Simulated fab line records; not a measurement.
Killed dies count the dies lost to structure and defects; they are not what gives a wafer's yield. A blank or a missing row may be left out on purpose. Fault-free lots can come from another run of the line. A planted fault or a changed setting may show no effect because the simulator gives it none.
Which tool is to blame? / flow gf180mcu / 6 lots (18 wafers sampled), 1 step of a 602-step route

WHAT THE GAUGES SHOWED, per wafer
GF_CONTACT_THK_MEAS_26: measures by xrf.
lot=L490; measured=day 16 01:20; on=film metro-02; CONTACT_W_THK (nm)=297 296 298
lot=L492; measured=day 16 22:26; on=film metro-01; CONTACT_W_THK (nm)=295 300 304
lot=L495; measured=day 18 05:12; on=film metro-03; CONTACT_W_THK (nm)=309 309 305
lot=L498; measured=day 20 05:11; on=film metro-03; CONTACT_W_THK (nm)=302 305 306
lot=L505; measured=day 22 08:45; on=film metro-03; CONTACT_W_THK (nm)=316 310 318
lot=L511; measured=day 24 02:01; on=film metro-02; CONTACT_W_THK (nm)=304 304 299

EACH LOT AND THE TOOL THAT RAN IT (in order: tool; ch and the chambers of the sampled wafers; start)
There is no process step in the record ahead of these readings.

THE ANSWER, worked out from the rows above alone
Rule: the usual values come from the lots themselves. The widest of any qualifying gaps counts: lots, ordered by their means at a reading, are off when they make up no more than a third of the lots, leave a main group of 4 or more, and stand apart from it by 3 or more times the standard deviation of that group's means. A main group is skipped when, at the precision printed for the reading in the tables above, its means are all equal. A lot without any number at a reading at which 4 lots or more have one is off too. The other lots that the step has rows for count as sound.
None of the lots is off at any reading shown; this tells nothing.

WHAT THE SIMULATOR PUT IN
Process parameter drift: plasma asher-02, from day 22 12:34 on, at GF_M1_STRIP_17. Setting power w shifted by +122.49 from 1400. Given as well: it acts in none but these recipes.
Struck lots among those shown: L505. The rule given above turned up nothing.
